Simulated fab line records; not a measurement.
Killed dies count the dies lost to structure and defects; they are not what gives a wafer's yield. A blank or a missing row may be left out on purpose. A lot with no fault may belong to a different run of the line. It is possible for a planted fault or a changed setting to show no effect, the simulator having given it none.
fab line records	flow gf180mcu
record lots=5	wafers=15	last-day=33
route steps=602 shown V3@446 M4@456
lots that met no fault: taken from a fault-free run of the same line
start-h: start of the lot's first displayed wafer, in hours after the record's first day	wait-h: hours from the lot's prior step to this one	" as in the row above	L1.1+2: several wafers, shown together as one row	- no value present, or no start provided	* or withheld: withheld	< > ~ a bound
route shown NAME@n: a module of which the file shows steps, and the number in the route of the first	usual: mean/standard deviation of fault-free wafers	same: alike in all rows	chamber/n: place in a boat	sites: per-site readings	_std_site: how widely they spread, as a standard deviation	_edge_site: the outer-site mean with the inner-site mean subtracted	radius-mm: for every site, how far away it sits from the centre of the wafer	mask NAME#n: copy n	behind: the last tool/chamber to shape the wafer	hold: why the lot went on hold/how many hours it stayed there/how the hold came to an end	device: the transistor (n, p or np) that didn't switch	end of line: at the end of the route, the tests of the same wafers	a step with no rows: only its recipe	killed: not the wafer's yield, but the dies lost to structure and defects at the first sort	map: dies across one wafer; x = killed, . = not, _ = none there
set.NAME: the setting as run; set.NAME@STEP: as run at that earlier step	model.NAME: the simulator's own value behind a step, which no gauge read
lots at selected steps of the route; one table per step, one row per wafer
services: when a tool's chamber went out of use (start-h, in hours from the record's first day, below 0 if earlier), for how many hours, and the reason
## steps
# step GF_V3_ETCH_17
# recipe chemistry=C4F8/O2/Ar	mask-material=KrF	target=SiO2	stop-on=TiN	source-w=1500	bias-w=1200	pressure-mtorr=40	c4f8-flow-sccm=withheld	O2_flow_sccm=6	Ar_flow_sccm=300	time-s=withheld	target-depth-a=6350
# usual oes-product-au=0.856/0.0044	rf-fwd-power-W=1492/5.2
lot.wafer	tool	chamber	start-h	wait-h	oes-product-au	rf-fwd-power-W
L076.2	rie-diel-03	1	-	-	0.851	1484
L076.4	"	3	"	"	0.857	1494
L076.6	"	2	"	"	0.856	1498
L077.1	rie-diel-04	0	-	-	0.850	1485
L077.3	"	3	"	"	0.861	1484
L077.6	"	2	"	"	0.857	1495
L087.4	rie-diel-02	2	-	-	0.854	1490
L087.5	"	1	"	"	0.856	1494
L087.6	"	2	"	"	0.852	1484
L089.1	rie-diel-02	1	-	-	0.851	1500
L089.4	"	0	"	"	0.856	1500
L089.5	"	2	"	"	0.848	1478
L094.2	rie-diel-03	2	-	-	0.856	1494
L094.3	"	0	"	"	0.861	1491
L094.4	"	1	"	"	0.858	1486
# step GF_V3_STRIP_18
# recipe chemistry=O2/N2	power-w=1400	pressure-mtorr=1500	platen-temp-c=250	o2-flow-sccm=3000	n2-flow-sccm=300	overash-fraction=0.5
# usual drypump-motor-current-A=5.8/0.52	heater-power-w=359/34	oes-product-au=0.592/0.0042
lot.wafer	tool	chamber	start-h	wait-h	drypump-motor-current-A	heater-power-w	oes-product-au	rf-hours-counter-h
L076.2	plasma-asher-02	0	535.42	-	6.4	346	0.595	73
L076.4	"	0	"	"	6.5	356	0.588	-
L076.6	"	1	"	"	6.1	340	0.591	-
L077.1	plasma-asher-04	1	536.60	-	5.1	345	0.591	90
L077.3	"	1	"	"	5.1	338	0.595	-
L077.6	"	1	"	"	5.1	343	0.593	-
L087.4	plasma-asher-03	1	619.50	-	5.1	435	0.599	-
L087.5	"	1	"	"	5.1	443	0.593	-
L087.6	"	0	"	"	5.7	382	0.597	-
L089.1	plasma-asher-04	1	638.87	-	5.1	343	0.585	99
L089.4	"	1	"	"	5.1	349	0.591	-
L089.5	"	1	"	"	5.1	337	0.593	-
L094.2	plasma-asher-02	1	664.67	-	6.1	338	0.589	86
L094.3	"	0	"	"	6.4	349	0.601	-
L094.4	"	1	"	"	6.1	345	0.585	-
# step GF_V3_STRIP_19
# recipe chemistry=post-etch-residue-remover	time-s=1200	temp-c=72.5
# usual bath-heat-duty-pct=15.3/1.4
lot.wafer	tool	chamber	start-h	wait-h	bath-heat-duty-pct
L076.2	wet-bench-04	1	535.52	0.1	16.1
L076.4	"	1	"	"	15.9
L076.6	"	1	"	"	16.1
L077.1	wet-bench-04	1	536.70	0.1	17.7
L077.3	"	1	"	"	15.6
L077.6	"	1	"	"	14.8
L087.4	wet-bench-04	1	619.57	0.0	15.3
L087.5	"	1	"	"	15.4
L087.6	"	1	"	"	16.8
L089.1	wet-bench-04	1	638.97	0.1	14.5
L089.4	"	1	"	"	14.0
L089.5	"	1	"	"	16.4
L094.2	wet-bench-01	2	664.77	0.1	15.5
L094.3	"	2	"	"	14.7
L094.4	"	2	"	"	14.3
# step GF_V3_CLEAN_20
# recipe chemistry=DIW	dry=n2-spin
lot.wafer	tool	chamber	start-h	wait-h
L076.2+4+6	wet-bench-03	1	535.92	0.0
L077.1+3+6	wet-bench-03	0	537.08	0.0
L087.4+5+6	wet-bench-03	0	619.91	0.0
L089.1+4+5	wet-bench-01	3	639.31	0.0
L094.2+3+4	wet-bench-04	3	665.11	0.0
# step GF_V3_SPUTTER_21
# recipe material=Ti	target-thk-nm=15	chamber-pressure-pa=5	power-w=2500	substrate-temp-c=200	time-s=80.02
# usual throttle-valve-pct=30.1/0.84
lot.wafer	tool	chamber	start-h	wait-h	throttle-valve-pct
L076.2	pvd-sputter-04	-	536.02	0.0	29.1
L076.4	"	-	"	"	30.3
L076.6	"	-	"	"	31.1
L077.1	pvd-sputter-03	-	537.17	0.0	29.2
L077.3	"	-	"	"	29.7
L077.6	"	-	"	"	29.9
L087.4	pvd-sputter-03	-	620.01	0.0	29.0
L087.5	"	-	"	"	29.6
L087.6	"	-	"	"	29.2
L089.1	pvd-sputter-03	-	639.40	0.0	30.1
L089.4	"	-	"	"	30.1
L089.5	"	-	"	"	30.1
L094.2	pvd-sputter-04	-	665.20	0.0	30.9
L094.3	"	-	"	"	31.5
L094.4	"	-	"	"	29.4
# step GF_V3_SPUTTER_22
# recipe material=TiN	target-thk-nm=10	chamber-pressure-pa=5	power-w=4000	time-s=40
# usual throttle-valve-pct=30.1/0.84
lot.wafer	tool	chamber	start-h	wait-h	throttle-valve-pct
L076.2	pvd-sputter-04	-	536.08	0.0	29.3
L076.4	"	-	"	"	30.3
L076.6	"	-	"	"	31.0
L077.1	pvd-sputter-03	-	537.23	0.0	28.9
L077.3	"	-	"	"	29.6
L077.6	"	-	"	"	29.9
L087.4	pvd-sputter-03	-	620.07	0.0	29.1
L087.5	"	-	"	"	29.6
L087.6	"	-	"	"	29.2
L089.1	pvd-sputter-03	-	639.46	0.0	29.8
L089.4	"	-	"	"	30.2
L089.5	"	-	"	"	30.1
L094.2	pvd-sputter-04	-	665.26	0.0	31.2
L094.3	"	-	"	"	31.7
L094.4	"	-	"	"	29.5
# step GF_V3_CVD_23
# recipe material=W	target-thk-nm=350	time-s=104.9	temp-c=400	pressure-torr=40
# usual heater-power-outer-w=548/55	heater-power-w=852/73
lot.wafer	tool	chamber	start-h	wait-h	heater-power-outer-w	heater-power-w
L076.2	cvd-w-01	1	536.12	0.0	629	961
L076.4	"	0	"	"	460	744
L076.6	"	0	"	"	476	739
L077.1	cvd-w-02	0	537.27	0.0	570	823
L077.3	"	1	"	"	523	856
L077.6	"	0	"	"	572	838
L087.4	cvd-w-01	0	620.15	0.1	455	745
L087.5	"	1	"	"	609	945
L087.6	"	0	"	"	470	747
L089.1	cvd-w-02	0	639.50	0.0	572	849
L089.4	"	0	"	"	578	861
L089.5	"	1	"	"	533	859
L094.2	cvd-w-01	0	665.30	0.0	453	734
L094.3	"	1	"	"	627	955
L094.4	"	0	"	"	471	748
# step GF_V3_RS_MEAS_24
# recipe thk-meas-gauge=four-point-probe	reads=W_of_V3_CVD_23+TiN_of_V3_SPUTTER_22+Ti_of_V3_SPUTTER_21
# usual V3_W_RS=0.329/0.0041
lot.wafer	tool	chamber	start-h	wait-h	V3_W_RS[ohm/sq]
L076.2	film-metro-04	-	536.25	0.1	0.328
L076.4	"	-	"	"	0.329
L076.6	"	-	"	"	0.336
L077.1	film-metro-04	-	537.38	0.1	0.333
L077.3	"	-	"	"	0.332
L077.6	"	-	"	"	0.330
L087.4	film-metro-03	-	620.28	0.1	0.324
L087.5	"	-	"	"	0.321
L087.6	"	-	"	"	0.329
L089.1	film-metro-04	-	639.61	0.1	0.335
L089.4	"	-	"	"	0.331
L089.5	"	-	"	"	0.333
L094.2	film-metro-03	-	665.43	0.1	0.322
L094.3	"	-	"	"	0.326
L094.4	"	-	"	"	0.323
# step GF_V3_THK_MEAS_25
# recipe thk-meas-gauge=xrf	reads=W_of_V3_CVD_23
# usual V3_W_THK=344/5
lot.wafer	tool	chamber	start-h	wait-h	V3_W_THK[nm]
L076.2	film-metro-04	-	536.36	0.1	347
L076.4	"	-	"	"	346
L076.6	"	-	"	"	339
L077.1	film-metro-04	-	537.50	0.1	342
L077.3	"	-	"	"	344
L077.6	"	-	"	"	346
L087.4	film-metro-03	-	620.37	0.1	347
L087.5	"	-	"	"	350
L087.6	"	-	"	"	341
L089.1	film-metro-04	-	639.73	0.1	340
L089.4	"	-	"	"	343
L089.5	"	-	"	"	342
L094.2	film-metro-03	-	665.54	0.1	350
L094.3	"	-	"	"	344
L094.4	"	-	"	"	346
# step GF_V3_CMP_26
# recipe stop-on=SiO2	down-force-psi=3.5	platen-rpm=60	t-overpolish-s=15	target-thk-nm=0	pad-velocity-m-s=0.94248
# usual motor-current-A=11.0/1.5	overpolish-run-s=14.999/0.009	slurry-flow-ml-min=150.1/0.48	time-to-endpoint-s=84/4.6
lot.wafer	tool	chamber	start-h	wait-h	motor-current-A	overpolish-run-s	slurry-flow-ml-min	time-to-endpoint-s
L076.4	cmp-02	1	536.41	0.0	11.7	14.992	150.2	85
L076.2	"	0	"	"	10.7	14.992	150.6	85
L076.6	"	2	"	"	13.8	15.004	150.2	85
L077.1	cmp-01	2	537.65	0.1	10.8	14.995	149.8	80
L077.3	"	0	"	"	10.5	14.996	150.6	89
L077.6	"	3	"	"	9.1	15.001	150.8	80
L087.4	cmp-02	3	620.40	0.0	9.9	14.997	150.9	75
L087.5	"	3	"	"	9.0	15.004	150.3	75
L087.6	"	0	"	"	11.1	14.994	150.8	83
L089.1	cmp-01	0	639.79	0.1	11.2	14.991	150.3	91
L089.4	"	1	"	"	9.5	14.996	149.5	93
L089.5	"	1	"	"	9.2	15.016	149.6	88
L094.4	cmp-02	2	665.59	0.0	13.3	14.990	150.5	93
L094.2	"	3	"	"	10.0	14.994	149.3	86
L094.3	"	0	"	"	11.4	14.998	149.7	89
# step GF_M4_SPUTTER_00
# recipe material=Ti	target-thk-nm=37.5	arriving-ion-energy-ev=80	substrate-temp-c=200	chamber-pressure-pa=2	power-w=4000	time-s=150
# usual throttle-valve-pct=29.7/0.63
lot.wafer	tool	chamber	start-h	wait-h	throttle-valve-pct
L076.2	pvd-sputter-01	-	536.71	0.1	30.4
L076.4	"	-	"	"	30.0
L076.6	"	-	"	"	30.4
L077.1	pvd-sputter-01	-	537.95	0.2	29.9
L077.3	"	-	"	"	29.2
L077.6	"	-	"	"	29.7
L087.4	pvd-sputter-03	-	620.70	0.2	29.6
L087.5	"	-	"	"	30.0
L087.6	"	-	"	"	30.2
L089.1	pvd-sputter-01	-	640.09	0.2	30.4
L089.4	"	-	"	"	29.1
L089.5	"	-	"	"	29.1
L094.2	pvd-sputter-02	-	665.89	0.2	31.0
L094.3	"	-	"	"	28.8
L094.4	"	-	"	"	28.9
# step GF_M4_SPUTTER_01
# recipe material=TiN	target-thk-nm=30	power-w=6500	time-s=25	chamber-pressure-pa=0.4
# usual throttle-valve-pct=29.7/0.63
lot.wafer	tool	chamber	start-h	wait-h	throttle-valve-pct
L076.2	pvd-sputter-01	-	536.81	0.1	30.2
L076.4	"	-	"	"	30.4
L076.6	"	-	"	"	30.3
L077.1	pvd-sputter-01	-	538.05	0.1	29.8
L077.3	"	-	"	"	29.1
L077.6	"	-	"	"	29.6
L087.4	pvd-sputter-03	-	620.80	0.1	29.6
L087.5	"	-	"	"	29.8
L087.6	"	-	"	"	30.2
L089.1	pvd-sputter-01	-	640.19	0.1	30.2
L089.4	"	-	"	"	29.1
L089.5	"	-	"	"	29.2
L094.2	pvd-sputter-02	-	665.99	0.1	31.0
L094.3	"	-	"	"	28.7
L094.4	"	-	"	"	29.1
# step GF_M4_SPUTTER_02
# recipe material=AlCu	target-thk-nm=450	power-w=10600	time-s=23.9	chamber-pressure-pa=0.4
# usual throttle-valve-pct=29.7/0.65
lot.wafer	tool	chamber	start-h	wait-h	throttle-valve-pct
L076.2	pvd-sputter-01	-	536.84	0.0	30.2
L076.4	"	-	"	"	30.3
L076.6	"	-	"	"	30.2
L077.1	pvd-sputter-01	-	538.08	0.0	30.0
L077.3	"	-	"	"	29.0
L077.6	"	-	"	"	29.8
L087.4	pvd-sputter-03	-	620.83	0.0	29.4
L087.5	"	-	"	"	29.9
L087.6	"	-	"	"	30.1
L089.1	pvd-sputter-01	-	640.22	0.0	30.3
L089.4	"	-	"	"	29.1
L089.5	"	-	"	"	29.1
L094.2	pvd-sputter-02	-	666.02	0.0	31.1
L094.3	"	-	"	"	28.8
L094.4	"	-	"	"	29.1
# step GF_M4_SPUTTER_03
# recipe material=Ti	target-thk-nm=10	substrate-temp-c=300	chamber-pressure-pa=0.3	power-w=3000	time-s=6.7
# usual throttle-valve-pct=29.7/0.63
lot.wafer	tool	chamber	start-h	wait-h	throttle-valve-pct
L076.2	pvd-sputter-01	-	536.87	0.0	30.4
L076.4	"	-	"	"	30.2
L076.6	"	-	"	"	30.3
L077.1	pvd-sputter-01	-	538.11	0.0	29.8
L077.3	"	-	"	"	29.1
L077.6	"	-	"	"	29.7
L087.4	pvd-sputter-03	-	620.86	0.0	29.5
L087.5	"	-	"	"	30.1
L087.6	"	-	"	"	30.2
L089.1	pvd-sputter-01	-	640.25	0.0	30.3
L089.4	"	-	"	"	29.1
L089.5	"	-	"	"	28.8
L094.2	pvd-sputter-02	-	666.05	0.0	30.9
L094.3	"	-	"	"	28.8
L094.4	"	-	"	"	29.3
# step GF_M4_SPUTTER_04
# recipe material=TiN	target-thk-nm=50	power-w=6500	time-s=41.7	chamber-pressure-pa=0.4
# usual throttle-valve-pct=29.7/0.61
lot.wafer	tool	chamber	start-h	wait-h	throttle-valve-pct
L076.2	pvd-sputter-01	-	536.89	0.0	30.3
L076.4	"	-	"	"	30.0
L076.6	"	-	"	"	30.4
L077.1	pvd-sputter-01	-	538.13	0.0	29.5
L077.3	"	-	"	"	29.0
L077.6	"	-	"	"	29.6
L087.4	pvd-sputter-03	-	620.88	0.0	29.7
L087.5	"	-	"	"	30.1
L087.6	"	-	"	"	30.2
L089.1	pvd-sputter-01	-	640.27	0.0	30.4
L089.4	"	-	"	"	29.2
L089.5	"	-	"	"	29.2
L094.2	pvd-sputter-02	-	666.07	0.0	30.8
L094.3	"	-	"	"	28.8
L094.4	"	-	"	"	29.1
# step GF_M4_RS_MEAS_05
# recipe thk-meas-gauge=four-point-probe	reads=TiN_of_M4_SPUTTER_04+Ti_of_M4_SPUTTER_03+AlCu_of_M4_SPUTTER_02+TiN_of_M4_SPUTTER_01+Ti_of_M4_SPUTTER_00
# usual M4_ALCU_RS=0.0691/0.00082
lot.wafer	tool	chamber	start-h	wait-h	M4_ALCU_RS[ohm/sq]
L076.2	film-metro-04	-	536.95	0.0	0.0709
L076.4	"	-	"	"	0.0700
L076.6	"	-	"	"	0.0709
L077.1	film-metro-03	-	538.17	0.0	0.0693
L077.3	"	-	"	"	0.0687
L077.6	"	-	"	"	0.0691
L087.4	film-metro-01	-	620.98	0.1	0.0688
L087.5	"	-	"	"	0.0688
L087.6	"	-	"	"	0.0701
L089.1	film-metro-04	-	640.32	0.0	0.0702
L089.4	"	-	"	"	0.0699
L089.5	"	-	"	"	0.0702
L094.2	film-metro-04	-	666.13	0.0	0.0695
L094.3	"	-	"	"	0.0693
L094.4	"	-	"	"	0.0699
# step GF_M4_THK_MEAS_06
# recipe thk-meas-gauge=xrf	reads=AlCu_of_M4_SPUTTER_02
# usual M4_ALCU_THK=460/5.8
lot.wafer	tool	chamber	start-h	wait-h	M4_ALCU_THK[nm]
L076.2	film-metro-04	-	537.06	0.1	444
L076.4	"	-	"	"	450
L076.6	"	-	"	"	447
L077.1	film-metro-03	-	538.29	0.1	459
L077.3	"	-	"	"	460
L077.6	"	-	"	"	459
L087.4	film-metro-01	-	621.07	0.1	463
L087.5	"	-	"	"	466
L087.6	"	-	"	"	456
L089.1	film-metro-04	-	640.44	0.1	449
L089.4	"	-	"	"	451
L089.5	"	-	"	"	450
L094.2	film-metro-04	-	666.24	0.1	457
L094.3	"	-	"	"	456
L094.4	"	-	"	"	452
# step GF_M4_DEHYDRATE_07
# recipe temp-c=200	time-s=60
# usual plate-temp-C=200.00/0.17
lot.wafer	tool	chamber	start-h	wait-h	plate-temp-C
L076.2	litho-track-03	0	547.55	10.5	200.32
L076.4	"	0	"	"	200.11
L076.6	"	0	"	"	200.31
L077.1	litho-track-04	0	549.17	10.9	200.01
L077.3	"	0	"	"	199.96
L077.6	"	0	"	"	200.08
L087.4	litho-track-04	0	631.39	10.3	200.06
L087.5	"	0	"	"	200.02
L087.6	"	0	"	"	199.91
L089.1	litho-track-03	0	650.07	9.6	199.99
L089.4	"	0	"	"	200.15
L089.5	"	0	"	"	200.20
L094.2	litho-track-02	0	675.88	9.6	199.77
L094.3	"	0	"	"	200.04
L094.4	"	0	"	"	200.08
# step GF_M4_HMDS_08
# recipe prime-time-s=60	prime-temp-c=120
lot.wafer	tool	chamber	start-h	wait-h
L076.2+4+6	litho-track-03	0	547.70	0.1
L077.1+3+6	litho-track-04	0	549.32	0.1
L087.4+5+6	litho-track-04	0	631.54	0.1
L089.1+4+5	litho-track-03	0	650.22	0.1
L094.2+3+4	litho-track-02	0	676.03	0.1
# step GF_M4_COAT_09
# recipe resist=KrF	spin-rpm=withheld	resist-thk-nm=1000
lot.wafer	tool	chamber	start-h	wait-h
L076.2+4+6	litho-track-03	0	547.85	0.1
L077.1+3+6	litho-track-04	0	549.47	0.1
L087.4+5+6	litho-track-04	0	631.69	0.1
L089.1+4+5	litho-track-03	0	650.37	0.1
L094.2+3+4	litho-track-02	0	676.18	0.1
# step GF_M4_SOFTBAKE_10
# recipe temp-c=130	time-s=60	resist=KrF
# usual plate-temp-C=129.98/0.14
lot.wafer	tool	chamber	start-h	wait-h	plate-temp-C
L076.2	litho-track-03	0	548.00	0.1	129.63
L076.4	"	0	"	"	129.94
L076.6	"	0	"	"	129.62
L077.1	litho-track-04	0	549.62	0.1	130.15
L077.3	"	0	"	"	130.08
L077.6	"	0	"	"	130.09
L087.4	litho-track-04	0	631.84	0.1	129.93
L087.5	"	0	"	"	129.84
L087.6	"	0	"	"	130.24
L089.1	litho-track-03	0	650.52	0.1	129.93
L089.4	"	0	"	"	130.06
L089.5	"	0	"	"	130.05
L094.2	litho-track-02	0	676.33	0.1	129.60
L094.3	"	0	"	"	129.69
L094.4	"	0	"	"	129.71
# step GF_M4_EXPOSE_11
# recipe mask-id=Metal4	target-cd-nm=280	na=0.68	source-shape=conventional	sigma-outer=0.6	dose-mj=28
# usual exposure-dose-mJ-cm2=28.004/0.026
lot.wafer	tool	chamber	start-h	wait-h	mask	exposure-dose-mJ-cm2
L076.2	krf-scanner-01	0	-	-	Metal4#0	27.963
L076.4	"	0	"	"	Metal4#0	28.002
L076.6	"	0	"	"	Metal4#0	27.987
L077.1	krf-scanner-01	0	-	-	Metal4#0	27.979
L077.3	"	0	"	"	Metal4#0	28.028
L077.6	"	0	"	"	Metal4#0	28.001
L087.4	krf-scanner-01	0	-	-	Metal4#0	28.011
L087.5	"	0	"	"	Metal4#0	27.993
L087.6	"	0	"	"	Metal4#0	28.053
L089.1	krf-scanner-01	0	-	-	Metal4#0	28.026
L089.4	"	0	"	"	Metal4#0	28.009
L089.5	"	0	"	"	Metal4#0	28.014
L094.2	krf-scanner-02	0	-	-	Metal4#0	28.019
L094.3	"	0	"	"	Metal4#0	28.004
L094.4	"	0	"	"	Metal4#0	28.021
# step GF_M4_PEB_12
# recipe peb-temp-c=135	peb-time-s=90	resist=KrF
# usual plate-temp-C=135.03/0.15
lot.wafer	tool	chamber	start-h	wait-h	plate-temp-C
L076.2	litho-track-04	0	-	-	134.79
L076.4	"	0	"	"	134.73
L076.6	"	0	"	"	135.00
L077.1	litho-track-03	0	-	-	135.21
L077.3	"	0	"	"	134.92
L077.6	"	0	"	"	134.86
L087.4	litho-track-03	0	-	-	134.92
L087.5	"	0	"	"	134.86
L087.6	"	0	"	"	134.87
L089.1	litho-track-04	0	-	-	135.07
L089.4	"	0	"	"	135.04
L089.5	"	0	"	"	134.66
L094.2	litho-track-03	0	-	-	134.79
L094.3	"	0	"	"	134.86
L094.4	"	0	"	"	134.81
# step GF_M4_DEVELOP_13
# recipe develop-time-s=60	dev-temp-c=21
lot.wafer	tool	chamber	start-h	wait-h
L076.2+4+6	litho-track-04	0	567.19	0.2
L077.1+3+6	litho-track-03	0	567.62	0.2
L087.4+5+6	litho-track-03	0	641.30	0.1
L089.1+4+5	litho-track-04	0	660.62	0.2
L094.2+3+4	litho-track-03	0	685.60	0.2
## services
tool	chamber	start-h	hours	kind
cvd-w-01	-	513.03	4.3	pm
rie-diel-02	3	524.69	15.2	repair
krf-scanner-01	-	527.11	0.8	pm
pvd-sputter-02	-	542.41	5.5	repair
rie-diel-03	0	544.00	8.7	repair
rie-diel-02	1	548.27	3.9	repair
rie-diel-02	3	555.36	12.5	repair
cmp-02	-	556.30	5.4	pm
rie-diel-02	0	564.49	3.6	repair
pvd-sputter-04	-	565.59	16.2	repair
cmp-02	-	566.81	1.6	repair
rie-diel-03	3	571.10	6.9	repair
cmp-01	-	572.25	4.0	pm
pvd-sputter-02	-	573.92	0.5	repair
cmp-01	-	589.61	6.9	repair
krf-scanner-01	-	589.88	1.0	pm
plasma-asher-04	-	608.18	10.0	pm
pvd-sputter-04	-	623.62	3.3	repair
pvd-sputter-01	-	648.08	17.5	repair
krf-scanner-01	-	654.37	3.6	pm
cmp-02	-	654.74	0.7	repair
cmp-02	-	665.92	6.6	pm
krf-scanner-01	-	674.40	2.0	repair
krf-scanner-01	-	682.43	1.3	pm
## key
fault none
